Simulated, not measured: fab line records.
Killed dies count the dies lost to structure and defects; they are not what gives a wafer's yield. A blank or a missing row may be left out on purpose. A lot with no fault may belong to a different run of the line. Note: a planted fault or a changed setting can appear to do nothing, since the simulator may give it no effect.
fab line records / flow gf180mcu / part 2 of 2: steps 34 to 43 of 43
record lots=5 wafers=15 last-day=32
route steps=602 shown M1@320 V1@335 M2@362
lots that met no fault: taken from a fault-free run of the same line
start-h: hours from the record's first day to the start of the lot's first wafer shown / wait-h: hours since the lot's step before / " as in the row above / L1.1+2: a row that stands for several wafers / - no value present, or no start provided / * or withheld: withheld / < > ~ a bound
route shown NAME@n: a module of which the file shows steps, and the number in the route of the first / usual: mean and standard deviation over wafers with no fault / same: alike in all rows / chamber/n: place in a boat / sites: each site's reading / _std_site: how widely they spread, as a standard deviation / _edge_site: outer sites' mean less inner sites' / radius-mm: for every site, how far away it sits from the centre of the wafer / mask NAME#n: copy n / behind: the most recent tool/chamber to have shaped the wafer / hold: why the lot was held/for how many hours/how that ended / device: the transistor (n, p or np) that didn't switch / end of line: tests run on the same wafers once the route is complete / where a step has no rows: the recipe by itself / killed: dies that structure and defects cost at the first sort, which is not the same as the wafer's yield / map: a wafer's dies, marking killed ones x, the rest . and places with no die _
set.NAME: setting as actually run; set.NAME@STEP: the setting as run at that earlier step / model.NAME: the simulator's own value behind a step, which no gauge read
lots at some steps of the route; a table a step, a row a wafer
services: a tool's chamber out of use, with start hour (start-h, from the record's first day; less than 0 if before it), hours out, and reason
## steps
# step GF_V1_STRIP_18
# recipe chemistry=O2/N2 power-w=1400 pressure-mtorr=1500 platen-temp-c=250 o2-flow-sccm=3000 n2-flow-sccm=300 overash-fraction=0.5
# usual drypump-motor-current-A=5.8/0.34 heater-power-w=346/21 oes-product-au=0.593/0.005
lot.wafer=L076.1 tool=plasma-asher-04 chamber=0 start-h=429.87 wait-h=- drypump-motor-current-A=6.1 heater-power-w=371 oes-product-au=0.594 rf-hours-counter-h=31
lot.wafer=L076.2 tool=plasma-asher-04 chamber=1 start-h=429.87 wait-h=- drypump-motor-current-A=5.3 heater-power-w=328 oes-product-au=0.590 rf-hours-counter-h=31
lot.wafer=L076.3 tool=plasma-asher-04 chamber=1 start-h=429.87 wait-h=- drypump-motor-current-A=5.3 heater-power-w=322 oes-product-au=0.588 rf-hours-counter-h=-
lot.wafer=L079.3 tool=plasma-asher-02 chamber=0 start-h=472.76 wait-h=- drypump-motor-current-A=6.1 heater-power-w=326 oes-product-au=0.596 rf-hours-counter-h=-
lot.wafer=L079.4 tool=plasma-asher-02 chamber=1 start-h=472.76 wait-h=- drypump-motor-current-A=5.4 heater-power-w=382 oes-product-au=0.593 rf-hours-counter-h=-
lot.wafer=L079.6 tool=plasma-asher-02 chamber=1 start-h=472.76 wait-h=- drypump-motor-current-A=5.4 heater-power-w=373 oes-product-au=0.595 rf-hours-counter-h=-
lot.wafer=L080.3 tool=plasma-asher-04 chamber=0 start-h=475.79 wait-h=- drypump-motor-current-A=6.1 heater-power-w=358 oes-product-au=0.588 rf-hours-counter-h=-
lot.wafer=L080.4 tool=plasma-asher-04 chamber=1 start-h=475.79 wait-h=- drypump-motor-current-A=5.3 heater-power-w=331 oes-product-au=0.598 rf-hours-counter-h=-
lot.wafer=L080.6 tool=plasma-asher-04 chamber=1 start-h=475.79 wait-h=- drypump-motor-current-A=5.3 heater-power-w=324 oes-product-au=0.599 rf-hours-counter-h=-
lot.wafer=L081.1 tool=plasma-asher-01 chamber=1 start-h=480.82 wait-h=- drypump-motor-current-A=6.0 heater-power-w=355 oes-product-au=0.588 rf-hours-counter-h=86
lot.wafer=L081.3 tool=plasma-asher-01 chamber=1 start-h=480.82 wait-h=- drypump-motor-current-A=6.0 heater-power-w=347 oes-product-au=0.588 rf-hours-counter-h=-
lot.wafer=L081.5 tool=plasma-asher-01 chamber=1 start-h=480.82 wait-h=- drypump-motor-current-A=6.0 heater-power-w=350 oes-product-au=0.599 rf-hours-counter-h=-
lot.wafer=L086.2 tool=plasma-asher-04 chamber=0 start-h=521.97 wait-h=- drypump-motor-current-A=6.1 heater-power-w=362 oes-product-au=0.591 rf-hours-counter-h=41
lot.wafer=L086.3 tool=plasma-asher-04 chamber=0 start-h=521.97 wait-h=- drypump-motor-current-A=6.1 heater-power-w=350 oes-product-au=0.587 rf-hours-counter-h=-
lot.wafer=L086.5 tool=plasma-asher-04 chamber=0 start-h=521.97 wait-h=- drypump-motor-current-A=6.1 heater-power-w=369 oes-product-au=0.589 rf-hours-counter-h=-
# step GF_V1_STRIP_19
# recipe chemistry=post-etch-residue-remover time-s=1200 temp-c=72.5
lot.wafer=L076.1+2+3 tool=wet-bench-01 chamber=2 start-h=429.97 wait-h=0.1
lot.wafer=L079.3+4+6 tool=wet-bench-02 chamber=1 start-h=472.82 wait-h=0.0
lot.wafer=L080.3+4+6 tool=wet-bench-04 chamber=2 start-h=475.85 wait-h=0.0
lot.wafer=L081.1+3+5 tool=wet-bench-02 chamber=3 start-h=480.92 wait-h=0.1
lot.wafer=L086.2+3+5 tool=wet-bench-02 chamber=3 start-h=522.07 wait-h=0.1
# step GF_V1_CLEAN_20
# recipe chemistry=DIW dry=n2-spin
lot.wafer=L076.1+2+3 tool=wet-bench-04 chamber=2 start-h=430.32 wait-h=0.0
lot.wafer=L079.3+4+6 tool=wet-bench-04 chamber=3 start-h=473.17 wait-h=0.0
lot.wafer=L080.3+4+6 tool=wet-bench-04 chamber=1 start-h=476.20 wait-h=0.0
lot.wafer=L081.1+3+5 tool=wet-bench-01 chamber=2 start-h=481.30 wait-h=0.0
lot.wafer=L086.2+3+5 tool=wet-bench-01 chamber=2 start-h=522.41 wait-h=0.0
# step GF_V1_SPUTTER_21
# recipe material=Ti target-thk-nm=15 chamber-pressure-pa=5 power-w=2500 substrate-temp-c=200 time-s=80.02
# usual throttle-valve-pct=28.9/1.1
lot.wafer=L076.1 tool=pvd-sputter-01 chamber=- start-h=430.41 wait-h=0.0 throttle-valve-pct=30.2
lot.wafer=L076.2 tool=pvd-sputter-01 chamber=- start-h=430.41 wait-h=0.0 throttle-valve-pct=29.8
lot.wafer=L076.3 tool=pvd-sputter-01 chamber=- start-h=430.41 wait-h=0.0 throttle-valve-pct=28.6
lot.wafer=L079.3 tool=pvd-sputter-01 chamber=- start-h=473.26 wait-h=0.0 throttle-valve-pct=28.7
lot.wafer=L079.4 tool=pvd-sputter-01 chamber=- start-h=473.26 wait-h=0.0 throttle-valve-pct=27.7
lot.wafer=L079.6 tool=pvd-sputter-01 chamber=- start-h=473.26 wait-h=0.0 throttle-valve-pct=30.0
lot.wafer=L080.3 tool=pvd-sputter-02 chamber=- start-h=476.29 wait-h=0.0 throttle-valve-pct=28.3
lot.wafer=L080.4 tool=pvd-sputter-02 chamber=- start-h=476.29 wait-h=0.0 throttle-valve-pct=28.4
lot.wafer=L080.6 tool=pvd-sputter-02 chamber=- start-h=476.29 wait-h=0.0 throttle-valve-pct=28.7
lot.wafer=L081.1 tool=pvd-sputter-01 chamber=- start-h=481.39 wait-h=0.0 throttle-valve-pct=30.3
lot.wafer=L081.3 tool=pvd-sputter-01 chamber=- start-h=481.39 wait-h=0.0 throttle-valve-pct=30.0
lot.wafer=L081.5 tool=pvd-sputter-01 chamber=- start-h=481.39 wait-h=0.0 throttle-valve-pct=28.8
lot.wafer=L086.2 tool=pvd-sputter-02 chamber=- start-h=522.51 wait-h=0.0 throttle-valve-pct=30.1
lot.wafer=L086.3 tool=pvd-sputter-02 chamber=- start-h=522.51 wait-h=0.0 throttle-valve-pct=27.9
lot.wafer=L086.5 tool=pvd-sputter-02 chamber=- start-h=522.51 wait-h=0.0 throttle-valve-pct=28.6
# step GF_V1_SPUTTER_22
# recipe material=TiN target-thk-nm=10 chamber-pressure-pa=5 power-w=4000 time-s=40
# usual throttle-valve-pct=28.9/1.1
lot.wafer=L076.1 tool=pvd-sputter-01 chamber=- start-h=430.47 wait-h=0.0 throttle-valve-pct=30.1
lot.wafer=L076.2 tool=pvd-sputter-01 chamber=- start-h=430.47 wait-h=0.0 throttle-valve-pct=29.8
lot.wafer=L076.3 tool=pvd-sputter-01 chamber=- start-h=430.47 wait-h=0.0 throttle-valve-pct=28.5
lot.wafer=L079.3 tool=pvd-sputter-01 chamber=- start-h=473.32 wait-h=0.0 throttle-valve-pct=28.6
lot.wafer=L079.4 tool=pvd-sputter-01 chamber=- start-h=473.32 wait-h=0.0 throttle-valve-pct=27.4
lot.wafer=L079.6 tool=pvd-sputter-01 chamber=- start-h=473.32 wait-h=0.0 throttle-valve-pct=30.2
lot.wafer=L080.3 tool=pvd-sputter-02 chamber=- start-h=476.35 wait-h=0.0 throttle-valve-pct=28.0
lot.wafer=L080.4 tool=pvd-sputter-02 chamber=- start-h=476.35 wait-h=0.0 throttle-valve-pct=28.6
lot.wafer=L080.6 tool=pvd-sputter-02 chamber=- start-h=476.35 wait-h=0.0 throttle-valve-pct=28.8
lot.wafer=L081.1 tool=pvd-sputter-01 chamber=- start-h=481.45 wait-h=0.0 throttle-valve-pct=30.1
lot.wafer=L081.3 tool=pvd-sputter-01 chamber=- start-h=481.45 wait-h=0.0 throttle-valve-pct=30.3
lot.wafer=L081.5 tool=pvd-sputter-01 chamber=- start-h=481.45 wait-h=0.0 throttle-valve-pct=28.9
lot.wafer=L086.2 tool=pvd-sputter-02 chamber=- start-h=522.57 wait-h=0.0 throttle-valve-pct=30.0
lot.wafer=L086.3 tool=pvd-sputter-02 chamber=- start-h=522.57 wait-h=0.0 throttle-valve-pct=27.9
lot.wafer=L086.5 tool=pvd-sputter-02 chamber=- start-h=522.57 wait-h=0.0 throttle-valve-pct=28.3
# step GF_V1_CVD_23
# recipe material=W target-thk-nm=350 time-s=105.05 temp-c=400 pressure-torr=40
# usual heater-power-w=836/28
lot.wafer=L076.1 tool=cvd-w-02 chamber=0 start-h=430.51 wait-h=0.0 heater-power-w=837
lot.wafer=L076.2 tool=cvd-w-02 chamber=1 start-h=430.51 wait-h=0.0 heater-power-w=817
lot.wafer=L076.3 tool=cvd-w-02 chamber=0 start-h=430.51 wait-h=0.0 heater-power-w=836
lot.wafer=L079.3 tool=cvd-w-01 chamber=1 start-h=473.39 wait-h=0.1 heater-power-w=857
lot.wafer=L079.4 tool=cvd-w-01 chamber=0 start-h=473.39 wait-h=0.1 heater-power-w=824
lot.wafer=L079.6 tool=cvd-w-01 chamber=0 start-h=473.39 wait-h=0.1 heater-power-w=832
lot.wafer=L080.3 tool=cvd-w-01 chamber=1 start-h=476.42 wait-h=0.1 heater-power-w=872
lot.wafer=L080.4 tool=cvd-w-01 chamber=0 start-h=476.42 wait-h=0.1 heater-power-w=790
lot.wafer=L080.6 tool=cvd-w-01 chamber=1 start-h=476.42 wait-h=0.1 heater-power-w=838
lot.wafer=L081.1 tool=cvd-w-01 chamber=0 start-h=481.49 wait-h=0.0 heater-power-w=808
lot.wafer=L081.3 tool=cvd-w-01 chamber=1 start-h=481.49 wait-h=0.0 heater-power-w=867
lot.wafer=L081.5 tool=cvd-w-01 chamber=1 start-h=481.49 wait-h=0.0 heater-power-w=871
lot.wafer=L086.2 tool=cvd-w-02 chamber=0 start-h=522.61 wait-h=0.0 heater-power-w=831
lot.wafer=L086.3 tool=cvd-w-02 chamber=1 start-h=522.61 wait-h=0.0 heater-power-w=818
lot.wafer=L086.5 tool=cvd-w-02 chamber=0 start-h=522.61 wait-h=0.0 heater-power-w=844
# step GF_V1_RS_MEAS_24
# recipe thk-meas-gauge=four-point-probe reads=W_of_V1_CVD_23+TiN_of_V1_SPUTTER_22+Ti_of_V1_SPUTTER_21
# usual V1_W_RS=0.328/0.0036
lot.wafer=L076.1 tool=film-metro-03 chamber=- start-h=430.62 wait-h=0.1 V1_W_RS[ohm/sq]=0.332
lot.wafer=L076.2 tool=film-metro-03 chamber=- start-h=430.62 wait-h=0.1 V1_W_RS[ohm/sq]=0.330
lot.wafer=L076.3 tool=film-metro-03 chamber=- start-h=430.62 wait-h=0.1 V1_W_RS[ohm/sq]=0.327
lot.wafer=L079.3 tool=film-metro-02 chamber=- start-h=473.51 wait-h=0.1 V1_W_RS[ohm/sq]=0.327
lot.wafer=L079.4 tool=film-metro-02 chamber=- start-h=473.51 wait-h=0.1 V1_W_RS[ohm/sq]=0.330
lot.wafer=L079.6 tool=film-metro-02 chamber=- start-h=473.51 wait-h=0.1 V1_W_RS[ohm/sq]=0.334
lot.wafer=L080.3 tool=film-metro-02 chamber=- start-h=476.54 wait-h=0.1 V1_W_RS[ohm/sq]=0.330
lot.wafer=L080.4 tool=film-metro-02 chamber=- start-h=476.54 wait-h=0.1 V1_W_RS[ohm/sq]=0.329
lot.wafer=L080.6 tool=film-metro-02 chamber=- start-h=476.54 wait-h=0.1 V1_W_RS[ohm/sq]=0.326
lot.wafer=L081.1 tool=film-metro-03 chamber=- start-h=481.60 wait-h=0.1 V1_W_RS[ohm/sq]=0.332
lot.wafer=L081.3 tool=film-metro-03 chamber=- start-h=481.60 wait-h=0.1 V1_W_RS[ohm/sq]=0.329
lot.wafer=L081.5 tool=film-metro-03 chamber=- start-h=481.60 wait-h=0.1 V1_W_RS[ohm/sq]=0.332
lot.wafer=L086.2 tool=film-metro-02 chamber=- start-h=522.74 wait-h=0.1 V1_W_RS[ohm/sq]=0.330
lot.wafer=L086.3 tool=film-metro-02 chamber=- start-h=522.74 wait-h=0.1 V1_W_RS[ohm/sq]=0.333
lot.wafer=L086.5 tool=film-metro-02 chamber=- start-h=522.74 wait-h=0.1 V1_W_RS[ohm/sq]=0.330
# step GF_V1_THK_MEAS_25
# recipe thk-meas-gauge=xrf reads=W_of_V1_CVD_23
# usual V1_W_THK=356/4.6
lot.wafer=L076.1 tool=film-metro-03 chamber=- start-h=430.74 wait-h=0.1 V1_W_THK[nm]=356
lot.wafer=L076.2 tool=film-metro-03 chamber=- start-h=430.74 wait-h=0.1 V1_W_THK[nm]=357
lot.wafer=L076.3 tool=film-metro-03 chamber=- start-h=430.74 wait-h=0.1 V1_W_THK[nm]=357
lot.wafer=L079.3 tool=film-metro-02 chamber=- start-h=473.61 wait-h=0.1 V1_W_THK[nm]=357
lot.wafer=L079.4 tool=film-metro-02 chamber=- start-h=473.61 wait-h=0.1 V1_W_THK[nm]=353
lot.wafer=L079.6 tool=film-metro-02 chamber=- start-h=473.61 wait-h=0.1 V1_W_THK[nm]=348
lot.wafer=L080.3 tool=film-metro-02 chamber=- start-h=476.64 wait-h=0.1 V1_W_THK[nm]=351
lot.wafer=L080.4 tool=film-metro-02 chamber=- start-h=476.64 wait-h=0.1 V1_W_THK[nm]=353
lot.wafer=L080.6 tool=film-metro-02 chamber=- start-h=476.64 wait-h=0.1 V1_W_THK[nm]=357
lot.wafer=L081.1 tool=film-metro-03 chamber=- start-h=481.72 wait-h=0.1 V1_W_THK[nm]=350
lot.wafer=L081.3 tool=film-metro-03 chamber=- start-h=481.72 wait-h=0.1 V1_W_THK[nm]=356
lot.wafer=L081.5 tool=film-metro-03 chamber=- start-h=481.72 wait-h=0.1 V1_W_THK[nm]=351
lot.wafer=L086.2 tool=film-metro-02 chamber=- start-h=522.85 wait-h=0.1 V1_W_THK[nm]=358
lot.wafer=L086.3 tool=film-metro-02 chamber=- start-h=522.85 wait-h=0.1 V1_W_THK[nm]=351
lot.wafer=L086.5 tool=film-metro-02 chamber=- start-h=522.85 wait-h=0.1 V1_W_THK[nm]=358
# step GF_V1_CMP_26
# recipe stop-on=SiO2 down-force-psi=3.5 platen-rpm=60 t-overpolish-s=15 target-thk-nm=0 pad-velocity-m-s=0.94248
# usual motor-current-A=11.3/0.89 overpolish-run-s=15.001/0.0078 slurry-filter-dp-kPa=13.49/0.14 time-to-endpoint-s=85/3.1
lot.wafer=L076.2 tool=cmp-02 chamber=3 start-h=430.85 wait-h=0.1 motor-current-A=10.5 overpolish-run-s=15.009 slurry-filter-dp-kPa=13.50 time-to-endpoint-s=83
lot.wafer=L076.3 tool=cmp-02 chamber=0 start-h=430.85 wait-h=0.1 motor-current-A=10.4 overpolish-run-s=14.992 slurry-filter-dp-kPa=13.51 time-to-endpoint-s=82
lot.wafer=L076.1 tool=cmp-02 chamber=1 start-h=430.85 wait-h=0.1 motor-current-A=11.7 overpolish-run-s=14.999 slurry-filter-dp-kPa=13.59 time-to-endpoint-s=86
lot.wafer=L079.3 tool=cmp-01 chamber=1 start-h=473.81 wait-h=0.2 motor-current-A=11.4 overpolish-run-s=14.997 slurry-filter-dp-kPa=13.38 time-to-endpoint-s=82
lot.wafer=L079.4 tool=cmp-01 chamber=2 start-h=473.81 wait-h=0.2 motor-current-A=10.7 overpolish-run-s=15.005 slurry-filter-dp-kPa=13.37 time-to-endpoint-s=86
lot.wafer=L079.6 tool=cmp-01 chamber=3 start-h=473.81 wait-h=0.2 motor-current-A=12.7 overpolish-run-s=15.015 slurry-filter-dp-kPa=13.32 time-to-endpoint-s=84
lot.wafer=L080.4 tool=cmp-02 chamber=2 start-h=476.68 wait-h=0.0 motor-current-A=12.2 overpolish-run-s=15.004 slurry-filter-dp-kPa=13.23 time-to-endpoint-s=82
lot.wafer=L080.3 tool=cmp-02 chamber=1 start-h=476.68 wait-h=0.0 motor-current-A=12.0 overpolish-run-s=15.002 slurry-filter-dp-kPa=13.43 time-to-endpoint-s=84
lot.wafer=L080.6 tool=cmp-02 chamber=3 start-h=476.68 wait-h=0.0 motor-current-A=10.8 overpolish-run-s=14.990 slurry-filter-dp-kPa=13.48 time-to-endpoint-s=83
lot.wafer=L081.1 tool=cmp-01 chamber=3 start-h=481.78 wait-h=0.1 motor-current-A=12.8 overpolish-run-s=15.002 slurry-filter-dp-kPa=13.52 time-to-endpoint-s=83
lot.wafer=L081.3 tool=cmp-01 chamber=2 start-h=481.78 wait-h=0.1 motor-current-A=10.5 overpolish-run-s=14.994 slurry-filter-dp-kPa=13.63 time-to-endpoint-s=85
lot.wafer=L081.5 tool=cmp-01 chamber=3 start-h=481.78 wait-h=0.1 motor-current-A=12.8 overpolish-run-s=14.999 slurry-filter-dp-kPa=13.34 time-to-endpoint-s=86
lot.wafer=L086.3 tool=cmp-01 chamber=0 start-h=522.90 wait-h=0.0 motor-current-A=10.5 overpolish-run-s=14.999 slurry-filter-dp-kPa=13.31 time-to-endpoint-s=81
lot.wafer=L086.2 tool=cmp-01 chamber=2 start-h=522.90 wait-h=0.0 motor-current-A=10.8 overpolish-run-s=15.000 slurry-filter-dp-kPa=13.26 time-to-endpoint-s=84
lot.wafer=L086.5 tool=cmp-01 chamber=1 start-h=522.90 wait-h=0.0 motor-current-A=11.7 overpolish-run-s=14.992 slurry-filter-dp-kPa=13.46 time-to-endpoint-s=83
# step GF_M2_SPUTTER_00
# recipe material=Ti target-thk-nm=37.5 arriving-ion-energy-ev=80 substrate-temp-c=200 chamber-pressure-pa=2 power-w=4000 time-s=150
# usual throttle-valve-pct=29.3/1.1
lot.wafer=L076.1 tool=pvd-sputter-02 chamber=- start-h=431.10 wait-h=0.1 throttle-valve-pct=28.1
lot.wafer=L076.2 tool=pvd-sputter-02 chamber=- start-h=431.10 wait-h=0.1 throttle-valve-pct=28.3
lot.wafer=L076.3 tool=pvd-sputter-02 chamber=- start-h=431.10 wait-h=0.1 throttle-valve-pct=27.8
lot.wafer=L079.3 tool=pvd-sputter-02 chamber=- start-h=474.01 wait-h=0.1 throttle-valve-pct=28.2
lot.wafer=L079.4 tool=pvd-sputter-02 chamber=- start-h=474.01 wait-h=0.1 throttle-valve-pct=29.9
lot.wafer=L079.6 tool=pvd-sputter-02 chamber=- start-h=474.01 wait-h=0.1 throttle-valve-pct=30.1
lot.wafer=L080.3 tool=pvd-sputter-01 chamber=- start-h=476.98 wait-h=0.1 throttle-valve-pct=27.5
lot.wafer=L080.4 tool=pvd-sputter-01 chamber=- start-h=476.98 wait-h=0.1 throttle-valve-pct=29.9
lot.wafer=L080.6 tool=pvd-sputter-01 chamber=- start-h=476.98 wait-h=0.1 throttle-valve-pct=30.3
lot.wafer=L081.1 tool=pvd-sputter-02 chamber=- start-h=482.08 wait-h=0.2 throttle-valve-pct=30.1
lot.wafer=L081.3 tool=pvd-sputter-02 chamber=- start-h=482.08 wait-h=0.2 throttle-valve-pct=28.1
lot.wafer=L081.5 tool=pvd-sputter-02 chamber=- start-h=482.08 wait-h=0.2 throttle-valve-pct=30.4
lot.wafer=L086.2 tool=pvd-sputter-04 chamber=- start-h=523.20 wait-h=0.1 throttle-valve-pct=31.0
lot.wafer=L086.3 tool=pvd-sputter-04 chamber=- start-h=523.20 wait-h=0.1 throttle-valve-pct=29.2
lot.wafer=L086.5 tool=pvd-sputter-04 chamber=- start-h=523.20 wait-h=0.1 throttle-valve-pct=29.1
## services
tool=krf-scanner-02 chamber=- start-h=377.18 hours=1.0 kind=pm
tool=cmp-01 chamber=- start-h=377.24 hours=4.3 kind=repair
tool=cmp-01 chamber=- start-h=387.62 hours=4.8 kind=pm
tool=rie-diel-01 chamber=3 start-h=388.18 hours=15.8 kind=repair
tool=krf-scanner-01 chamber=- start-h=390.19 hours=1.0 kind=pm
tool=cmp-02 chamber=- start-h=390.56 hours=3.4 kind=repair
tool=rie-diel-03 chamber=- start-h=392.99 hours=2.8 kind=pm
tool=rie-diel-01 chamber=1 start-h=393.37 hours=7.9 kind=repair
tool=hdpcvd-02 chamber=- start-h=399.82 hours=2.8 kind=pm
tool=cmp-01 chamber=- start-h=404.00 hours=4.0 kind=pm
tool=krf-scanner-01 chamber=- start-h=404.75 hours=4.4 kind=pm
tool=krf-scanner-01 chamber=- start-h=410.03 hours=20.8 kind=repair
tool=plasma-asher-02 chamber=- start-h=421.25 hours=9.0 kind=pm
tool=cmp-02 chamber=- start-h=429.15 hours=1.1 kind=repair
tool=rie-diel-03 chamber=- start-h=429.57 hours=0.9 kind=repair
tool=krf-scanner-02 chamber=- start-h=430.86 hours=4.0 kind=pm
tool=krf-scanner-02 chamber=- start-h=434.89 hours=1.3 kind=pm
tool=pvd-sputter-02 chamber=- start-h=436.46 hours=0.9 kind=repair
tool=pvd-sputter-01 chamber=- start-h=443.08 hours=1.8 kind=repair
tool=krf-scanner-02 chamber=- start-h=463.07 hours=0.8 kind=pm
tool=krf-scanner-02 chamber=- start-h=465.10 hours=0.8 kind=repair
tool=cmp-02 chamber=- start-h=469.55 hours=4.3 kind=pm
tool=cmp-01 chamber=- start-h=516.79 hours=1.0 kind=repair
tool=krf-scanner-02 chamber=- start-h=519.47 hours=1.0 kind=pm
